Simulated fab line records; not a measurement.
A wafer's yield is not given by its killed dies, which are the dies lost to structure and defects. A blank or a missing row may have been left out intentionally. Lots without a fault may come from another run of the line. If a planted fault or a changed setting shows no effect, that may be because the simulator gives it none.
A struck lot beside a sound one    flow sky130    28 out of 708 route steps
Sound: these wafers, L498.3, L498.4, L498.6. Struck: wafers L502.1, L502.2, L502.3. At the end, the cause is stated.
For every step that has rows: the tool of each side, followed by ch and its chambers, followed by its first start. Under that, the readings that differ: sound wafers    struck wafers    difference of the means    sigmas: that difference in standard deviations of wafers without a fault.
alike: readings whose means differ by less than 2 such deviations, and words and numbers that are the same on both sides. not compared: withheld readings, readings that some wafer has no value for, bounds like >300 that may hide the same value, and numbers for which the record gives no deviation and whose values overlap.
The two part at a step that has a row with sigmas, a row that says differs or no value, or rows on one side only. Non-overlapping numbers with no deviation appear without sigmas and do not part them. A reading missing from all wafers of one side parts the sides only when that side holds two or more wafers.

first, 1 step without rows for these wafers: SKY_DNWELL_IMPLANT_07.
SKY_DNWELL_STRIP_08: strips in O2/N2.
  sound on plasma asher-02 ch 0,1, day 4 13:43; struck on plasma asher-02 ch 0,1, day 5 10:15
  alike: drypump motor current A, oes product au, strip time to endpoint s
  not compared: rf hours counter h
SKY_DNWELL_TW_MEAS_09:
  sound on film metro-01 at day 4 13:48; struck on film metro-01 at day 5 10:21
  alike: DNWELL_TW
then, 7 steps without rows for these wafers: SKY_PWDE_DEHYDRATE_00 (time 60 s); SKY_PWDE_HMDS_01 (prime time 60 s); SKY_PWDE_COAT_02 (resist thk 3000 nm); SKY_PWDE_SOFTBAKE_03; SKY_PWDE_EXPOSE_04 (exposes mask PWDEM, target cd 840 nm); SKY_PWDE_PEB_05; SKY_PWDE_DEVELOP_06 (develop time 60 s).
SKY_PWDE_OVL_MEAS_07:
  sound on overlay-01 at day 5 08:01; struck on overlay-01 at day 6 04:12
  alike: PWDE_OVL
then, 1 step without rows for these wafers: SKY_PWDE_IMPLANT_08.
SKY_PWDE_STRIP_09: strips in O2/N2.
  sound on plasma asher-03 ch 0,1, day 5 08:13; struck on plasma asher-04 ch 0,1, day 6 04:23
reading                                 sound              struck             difference                     sigmas
oes product au (a.u.)                   0.724 0.729 0.722  0.962 0.956 0.949  +0.231                         +55
strip time to endpoint s (s)            36.89 36.80 36.81  - - -              no value on the struck wafers  
model.coat_of_PWDE_COAT_02.thk nm (nm)  0 0 0              800.2 799.2 799.4  +799.6                         
  alike: drypump motor current A
  not compared: rf hours counter h
SKY_PWDE_TW_MEAS_10:
  sound on film metro-04 at day 5 08:18; struck on film metro-03 at day 6 04:29
  alike: PWDE_TW
then, 7 steps without rows for these wafers: SKY_NWELL_DEHYDRATE_03 (time 60 s); SKY_NWELL_HMDS_04 (prime time 60 s); SKY_NWELL_COAT_05 (resist thk 3000 nm); SKY_NWELL_SOFTBAKE_06; SKY_NWELL_EXPOSE_07 (exposes mask NWM, target cd 840 nm); SKY_NWELL_PEB_08; SKY_NWELL_DEVELOP_09 (develop time 60 s).
SKY_NWELL_OVL_MEAS_10:
  sound on overlay-01 at day 6 02:14; struck on overlay-01 at day 6 23:09
  alike: NWELL_00_OVL
then, 3 steps without rows for these wafers: SKY_NWELL_IMPLANT_11; SKY_NWELL_IMPLANT_12; SKY_NWELL_IMPLANT_13.
SKY_NWELL_STRIP_14: strips in O2/N2.
  sound on plasma asher-01 ch 0,1, day 6 02:45; struck on plasma asher-04 ch 0,1, day 6 23:38
reading                       sound              struck             difference  sigmas
strip time to endpoint s (s)  37.01 37.05 37.04  48.78 48.77 48.71  +11.72      +99 or more
  alike: drypump motor current A, oes product au
  not compared: rf hours counter h
SKY_NWELL_TW_MEAS_15:
  sound on film metro-01 at day 6 02:50; struck on film metro-04 at day 6 23:44
reading   sound           struck          difference  sigmas
NWELL_TW  1825 1825 1821  1267 1260 1263  -560        -25
then, 1 step without rows for these wafers: SKY_NWELL_DEHYDRATE_16 (time 60 s).

== WHERE THEY PART ==
At SKY_PWDE_STRIP_09 first; at SKY_NWELL_TW_MEAS_15 last (within this record only).

WHY: what the simulator had put in
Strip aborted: plasma asher-04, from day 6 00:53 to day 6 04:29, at SKY_PWDE_STRIP_09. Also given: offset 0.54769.
